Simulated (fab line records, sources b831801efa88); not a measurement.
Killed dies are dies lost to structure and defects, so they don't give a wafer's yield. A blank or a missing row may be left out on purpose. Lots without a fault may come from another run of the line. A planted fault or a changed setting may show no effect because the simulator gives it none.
fab line records | flow sky130
record lots=13 wafers=39 last_day=50
route steps=708 shown SD_P@359 LI_CONTACT@381 CONTACT@424 METAL1@435 PAD_OPEN@708
lots that met no fault: from a run of the same line without faults
start_h: hours from the record's first day to the start of the lot's first wafer shown | wait_h: hours since the lot's step before | " the same as in the row above | L1.1+2: a row that stands for several wafers | - no value, or no start given | * or withheld: withheld | < > ~ a bound
route shown NAME@n: a module of which the file shows steps, and the number in the route of the first | usual: mean/standard deviation of fault-free wafers | same: alike in all rows | chamber/n: place in a boat | sites: the reading at each site | _std_site: their standard deviation | _edge_site: outer sites' mean less inner sites' | radius_mm: how far each site lies from the wafer's centre | mask NAME#n: copy n | behind: the tool/chamber that last shaped the wafer | hold: why the lot was held/for how many hours/how that ended | device: the transistor (n, p or np) that didn't switch | end of line: the same wafers' tests at the end of the route | a step without rows: its recipe alone | killed: dies lost to structure and defects at the first sort, not the wafer's yield | map: a wafer's dies, x killed, . not, _ none there
set.NAME: the setting as run; set.NAME@STEP: as run at that earlier step | model.NAME: the simulator's own value behind a step, which no gauge read
steps of the route over a sample of lots; a table a step, a row a wafer
services: from which hour (start_h, from the record's first day; less than 0 if before it) a tool's chamber was out of use, for how many hours, and why
## steps
# step SKY_SD_N_RS_MEAS_17
# recipe thk_meas_gauge=four-point-probe
# usual SD_P_RS=147.4/0.32
# columns lot.wafer tool chamber start_h wait_h SD_P_RS[ohm/sq]
L298.2 film_metro-04 - 680.36 0.1 147.3
L298.4 " - " " 147.4
L298.5 " - " " 146.9
L297.1 film_metro-03 - 682.30 0.1 147.6
L297.4 " - " " 147.7
L297.6 " - " " 147.7
L299.2 film_metro-04 - 682.73 0.1 148.3
L299.3 " - " " 147.2
L299.5 " - " " 147.6
L300.2 film_metro-04 - 684.70 0.1 147.0
L300.4 " - " " 147.4
L300.5 " - " " 147.1
L302.2 film_metro-03 - 708.29 0.1 147.1
L302.4 " - " " 147.3
L302.6 " - " " 147.0
L303.2 film_metro-01 - 713.87 0.1 147.2
L303.3 " - " " 147.5
L303.6 " - " " 147.0
L311.2 film_metro-01 - 766.13 0.1 146.8
L311.3 " - " " 146.9
L311.6 " - " " 147.5
L312.1 film_metro-03 - 768.16 0.1 147.8
L312.4 " - " " 147.9
L312.5 " - " " 147.5
L313.1 film_metro-03 - 773.25 0.1 147.3
L313.2 " - " " 147.0
L313.6 " - " " 147.5
L315.1 film_metro-03 - 793.84 0.1 147.5
L315.2 " - " " 147.9
L315.4 " - " " 147.5
L316.2 film_metro-04 - 800.12 0.1 147.4
L316.5 " - " " 147.2
L316.6 " - " " 147.4
L318.2 film_metro-04 - 822.36 0.1 147.6
L318.3 " - " " 147.7
L318.4 " - " " 147.3
L319.2 film_metro-04 - 828.69 0.1 147.4
L319.4 " - " " 148.0
L319.6 " - " " 147.7
# step SKY_LI_CONTACT_SPUTTER_19
# recipe material=Ti target_thk_nm=20 chamber_pressure_pa=5 power_w=2500 substrate_temp_c=200 time_s=106.37
# usual throttle_valve_pct=30.2/1
# columns lot.wafer tool chamber start_h wait_h throttle_valve_pct
L298.2 pvd_sputter-02 - 710.12 0.0 28.8
L298.4 " - " " 31.9
L298.5 " - " " 30.1
L297.1 pvd_sputter-03 - 712.23 0.0 30.5
L297.4 " - " " 30.6
L297.6 " - " " 32.4
L299.2 pvd_sputter-02 - 712.32 0.0 31.9
L299.3 " - " " 28.6
L299.5 " - " " 29.0
L300.2 pvd_sputter-01 - 714.23 0.0 30.8
L300.4 " - " " 30.9
L300.5 " - " " 30.9
L302.2 pvd_sputter-02 - 736.52 0.0 31.8
L302.4 " - " " 30.0
L302.6 " - " " 30.0
L303.2 pvd_sputter-03 - 742.69 0.0 30.7
L303.3 " - " " 30.0
L303.6 " - " " 29.9
L311.2 pvd_sputter-03 - 794.85 0.0 30.5
L311.3 " - " " 29.9
L311.6 " - " " 30.0
L312.1 pvd_sputter-03 - 796.53 0.0 30.1
L312.4 " - " " 29.9
L312.5 " - " " 32.3
L313.1 pvd_sputter-02 - 801.58 0.0 30.1
L313.2 " - " " 30.2
L313.6 " - " " 30.1
L315.1 pvd_sputter-01 - 821.53 0.0 29.6
L315.2 " - " " 28.5
L315.4 " - " " 30.3
L316.2 pvd_sputter-01 - 828.48 0.0 29.5
L316.5 " - " " 29.5
L316.6 " - " " 30.7
L318.2 pvd_sputter-02 - 850.18 0.0 28.8
L318.3 " - " " 30.1
L318.4 " - " " 29.8
L319.2 pvd_sputter-03 - 857.14 0.0 30.6
L319.4 " - " " 32.4
L319.6 " - " " 30.7
# step SKY_CONTACT_ETCH_18
# recipe target=Si3N4 chemistry=CHF3/O2 stop_on=TiN source_w=600 bias_w=200 pressure_mtorr=40 chf3_flow_sccm=50 O2_flow_sccm=5 time_s=39 target_depth_a=750
# usual bias_w=200.0/0.59 drypump_motor_current_A=6.0/0.36 oes_product_au=0.848/0.007 throttle_valve_pct=8.791/0.0084
# columns lot.wafer tool chamber start_h wait_h bias_w drypump_motor_current_A oes_product_au rf_hours_counter_h throttle_valve_pct
L298.2 rie_diel-04 2 767 - 199.2 6.1 0.846 20 8.785
L298.4 " 3 " " 199.4 5.4 0.853 10 8.794
L298.5 " 3 " " 200.7 5.4 0.846 - 8.797
L297.1 rie_diel-01 3 769 - 200.0 6.0 0.842 6 8.804
L297.4 " 0 " " 200.2 6.2 0.850 17 8.796
L297.6 " 0 " " 200.2 6.2 0.854 - 8.784
L299.2 rie_diel-04 1 770 - 199.7 6.0 0.849 7 8.791
L299.3 " 3 " " 199.9 5.4 0.830 10 8.773
L299.5 " 3 " " 200.6 5.4 0.857 - 8.786
L300.2 rie_diel-04 2 772 - 225.0 6.1 0.833 20 8.794
L300.4 " 1 " " 199.8 6.0 0.852 8 8.788
L300.5 " 1 " " 200.0 6.0 0.850 - 8.809
L302.2 rie_diel-03 3 792 - 199.5 6.1 0.836 5 8.790
L302.4 " 1 " " 200.4 6.3 0.854 15 8.798
L302.6 " 0 " " 199.0 6.5 0.845 - 8.786
L303.2 rie_diel-03 3 799 - 199.9 6.1 0.846 6 8.798
L303.3 " 2 " " 200.9 5.5 0.845 8 8.802
L303.6 " 0 800 - 200.4 6.4 0.849 - 8.786
L311.2 rie_diel-03 2 851 - 199.8 5.5 0.839 10 8.794
L311.3 " 1 " " 199.6 6.3 0.852 18 8.785
L311.6 " 2 " " 200.0 5.5 0.860 - 8.808
L312.1 rie_diel-01 0 852 - 200.0 6.2 0.846 20 8.789
L312.4 " 2 " " 200.4 6.5 0.846 14 8.786
L312.5 " 2 " " 200.3 6.5 0.859 - 8.783
L313.1 rie_diel-03 3 857 - 200.0 6.1 0.846 8 8.773
L313.2 " 2 " " 199.9 5.5 0.842 10 8.797
L313.6 " 1 " " 199.0 6.3 0.855 - 8.789
L315.1 rie_diel-04 3 877 - 200.2 5.4 0.843 14 8.798
L315.2 " 1 " " 201.2 6.0 0.843 10 8.784
L315.4 " 0 " " 200.1 6.2 0.855 8 8.795
L316.2 rie_diel-04 2 884 - 199.4 6.1 0.844 24 8.789
L316.5 " 1 " " 200.1 6.0 0.856 - 8.789
L316.6 " 0 " " 200.2 6.2 0.862 - 8.793
L318.2 rie_diel-04 2 905 - 199.4 6.1 0.851 24 8.785
L318.3 " 0 " " 201.2 6.2 0.846 9 8.797
L318.4 " 3 " " 199.8 5.4 0.852 15 8.792
L319.2 rie_diel-03 1 910 - 200.7 6.3 0.842 20 8.793
L319.4 " 0 " " 199.7 6.5 0.850 25 8.793
L319.6 " 1 " " 200.1 6.3 0.856 - 8.795
# step SKY_METAL1_SPUTTER_01
# recipe material=TiN target_thk_nm=20 power_w=6500 time_s=16.7 chamber_pressure_pa=0.4
# usual throttle_valve_pct=30.1/0.81
# columns lot.wafer tool chamber start_h wait_h throttle_valve_pct
L298.2 pvd_sputter-02 - 768.41 0.0 31.9
L298.4 " - " " 30.1
L298.5 " - " " 28.6
L297.1 pvd_sputter-04 - 771.20 0.0 29.9
L297.4 " - " " 30.4
L297.6 " - " " 29.9
L299.2 pvd_sputter-02 - 772.31 0.0 28.7
L299.3 " - " " 30.0
L299.5 " - " " 31.5
L300.2 pvd_sputter-02 - 774.25 0.0 30.0
L300.4 " - " " 31.7
L300.5 " - " " 30.2
L302.2 pvd_sputter-02 - 794.32 0.0 31.7
L302.4 " - " " 30.0
L302.6 " - " " 31.8
L303.2 pvd_sputter-01 - 801.30 0.0 28.7
L303.3 " - " " 29.7
L303.6 " - " " 29.5
L311.2 pvd_sputter-04 - 852.73 0.0 30.7
L311.3 " - " " 29.3
L311.6 " - " " 29.8
L312.1 pvd_sputter-04 - 853.71 0.0 29.3
L312.4 " - " " 30.6
L312.5 " - " " 30.5
L313.1 pvd_sputter-04 - 859.01 0.0 30.0
L313.2 " - " " 29.4
L313.6 " - " " 30.1
L315.1 pvd_sputter-04 - 878.53 0.0 29.7
L315.2 " - " " 30.7
L315.4 " - " " 29.9
L316.2 pvd_sputter-02 - 885.93 0.0 28.6
L316.5 " - " " 29.7
L316.6 " - " " 28.3
L318.2 pvd_sputter-04 - 907.08 0.0 29.9
L318.3 " - " " 30.7
L318.4 " - " " 29.9
L319.2 pvd_sputter-01 - 912.25 0.0 31.1
L319.4 " - " " 29.4
L319.6 " - " " 29.2
# step SKY_PAD_OPEN_PROBE_99
# usual killed_at_M0_to_M3=44/6.6 killed_at_M4_up=3.0/1.9 killed_at_contacts=24/5.1 killed_at_front_end=16/4.6 killed_at_other=0.3/0.59 killed_dies=88/9.5 killed_open=48/6.7 killed_short=40/6.1
# same gross_dies=492 killed_at_back_side=0
# columns lot.wafer tool chamber start_h wait_h killed_at_M0_to_M3 killed_at_M4_up killed_at_contacts killed_at_front_end killed_at_other killed_dies killed_open killed_short
L312.1 prober-02 - 1167.76 0.1 37 4 16 17 0 74 38 36
L312.4 prober-02 - 1167.91 0.2 54 6 15 18 0 93 51 41
L312.5 prober-02 - 1167.96 0.2 41 3 23 15 1 83 40 43
L313.1 prober-01 - 1171.22 0.1 36 6 24 19 0 85 43 42
L313.2 prober-01 - 1171.27 0.1 43 3 23 13 0 82 42 40
L313.6 prober-01 - 1171.47 0.2 44 3 44 13 0 104 63 41
L316.2 prober-02 - 1188.48 0.1 43 4 28 16 0 91 57 31
L316.5 prober-02 - 1188.63 0.2 45 2 28 9 0 84 43 41
L316.6 prober-02 - 1188.68 0.2 39 2 22 16 0 79 38 41
# killed by level:class
L312.1 VIA2:geometric_particle:open=7 CONTACT:geometric_particle:open=6 VIA1:geometric_particle:open=6 CONTACT:geometric_particle:short=5 POLY_GATE:geometric_particle:short=4 POLY_GATE:geometric_particle:open=4 VIA2:geometric_particle:short=4 FIELD_ISO:geometric_particle:short=3
L312.4 VIA1:geometric_particle:open=13 CONTACT:geometric_particle:open=7 METAL1:geometric_particle:short=7 METAL2:geometric_particle:short=7 VIA2:geometric_particle:open=7 VIA3:geometric_particle:open=6 FIELD_ISO:geometric_particle:open=5 POLY_GATE:geometric_particle:open=5
L312.5 CONTACT:geometric_particle:open=9 VIA1:geometric_particle:open=9 VIA2:geometric_particle:open=7 POLY_GATE:geometric_particle:short=6 CONTACT:geometric_particle:short=6 VIA1:geometric_particle:short=6 POLY_GATE:geometric_particle:open=5 METAL2:geometric_particle:short=5
L313.1 CONTACT:geometric_particle:open=11 VIA2:geometric_particle:open=9 POLY_GATE:geometric_particle:short=7 LI_CONTACT:geometric_particle:open=6 VIA2:geometric_particle:short=6 FIELD_ISO:geometric_particle:short=5 VIA1:geometric_particle:open=5 CONTACT:geometric_particle:short=4
L313.2 LI_CONTACT:geometric_particle:open=7 VIA1:geometric_particle:open=7 CONTACT:geometric_particle:open=6 METAL2:geometric_particle:short=6 VIA3:geometric_particle:open=6 METAL1:geometric_particle:short=5 METAL3:geometric_particle:short=5 FIELD_ISO:geometric_particle:open=4
L313.6 LI_CONTACT:geometric_particle:open=15 CONTACT:geometric_particle:short=12 CONTACT:geometric_particle:open=9 VIA2:geometric_particle:open=9 VIA3:geometric_particle:open=8 VIA3:geometric_particle:short=5 METAL1:geometric_particle:short=5 VIA1:geometric_particle:open=5
L316.2 LI_CONTACT:geometric_particle:open=15 VIA1:geometric_particle:open=13 CONTACT:geometric_particle:open=8 VIA2:geometric_particle:open=8 VIA1:geometric_particle:short=5 FIELD_ISO:geometric_particle:short=4 VIA2:geometric_particle:short=4 POLY_GATE:geometric_particle:open=3
L316.5 VIA1:geometric_particle:open=10 CONTACT:geometric_particle:short=9 VIA3:geometric_particle:short=8 CONTACT:geometric_particle:open=8 VIA3:geometric_particle:open=8 VIA1:geometric_particle:short=6 LI_CONTACT:geometric_particle:open=5 METAL2:geometric_particle:short=5
L316.6 VIA2:geometric_particle:open=9 METAL2:geometric_particle:short=5 POLY_GATE:geometric_particle:open=5 LI_CONTACT:geometric_particle:open=5 CONTACT:geometric_particle:open=5 VIA1:geometric_particle:open=5 VIA3:geometric_particle:open=5 LI_CONTACT:geometric_particle:short=4
## services
# columns tool chamber start_h hours kind
rie_diel-04 0 717.68 1.9 repair
rie_diel-04 0 731.75 2.0 repair
rie_diel-04 1 748.49 2.4 repair
rie_diel-03 2 752.45 5.2 repair
rie_diel-01 2 764.33 3.7 repair
rie_diel-03 - 767.22 2.8 pm
pvd_sputter-04 - 797.40 4.7 repair
pvd_sputter-03 - 801.02 22.6 repair
pvd_sputter-02 - 804.39 12.3 repair
rie_diel-03 - 817.82 0.2 repair
rie_diel-01 - 827.19 2.8 pm
rie_diel-03 0 850.67 3.9 repair
rie_diel-04 - 857.98 0.7 repair
rie_diel-04 0 859.34 7.8 repair
rie_diel-01 3 864.77 4.8 repair
pvd_sputter-02 - 890.29 4.2 repair
pvd_sputter-01 - 893.72 3.4 repair
## key
first_sign step=SKY_CONTACT_ETCH_18 reading=bias_w direction=up sigmas=43 usual=200.0 struck=225.0
effect none on later readings
met_at SKY_CONTACT_ETCH_18
struck_lots L300
struck_wafers L300.2
tester_left_out L300
not_acting_at SKY_SD_N_RS_MEAS_17,SKY_LI_CONTACT_SPUTTER_19,SKY_METAL1_SPUTTER_01
onset_between 767 772
fault kind=process_parameter_drift tool=rie_diel-04 chamber=2 onset_h=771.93 steps=SKY_CONTACT_ETCH_18 channel=bias_w offset=24.161 shape=step end_h=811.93 acts_in=these_recipes_only stated=200
# tester_left_out: of these lots the tester's yield and bins aren't shown, on N5 and GAA mostly nor the transistor test; their killed dies are dies lost to structure and defects alone, not to doping, threshold or leakage, so they don't give the yield
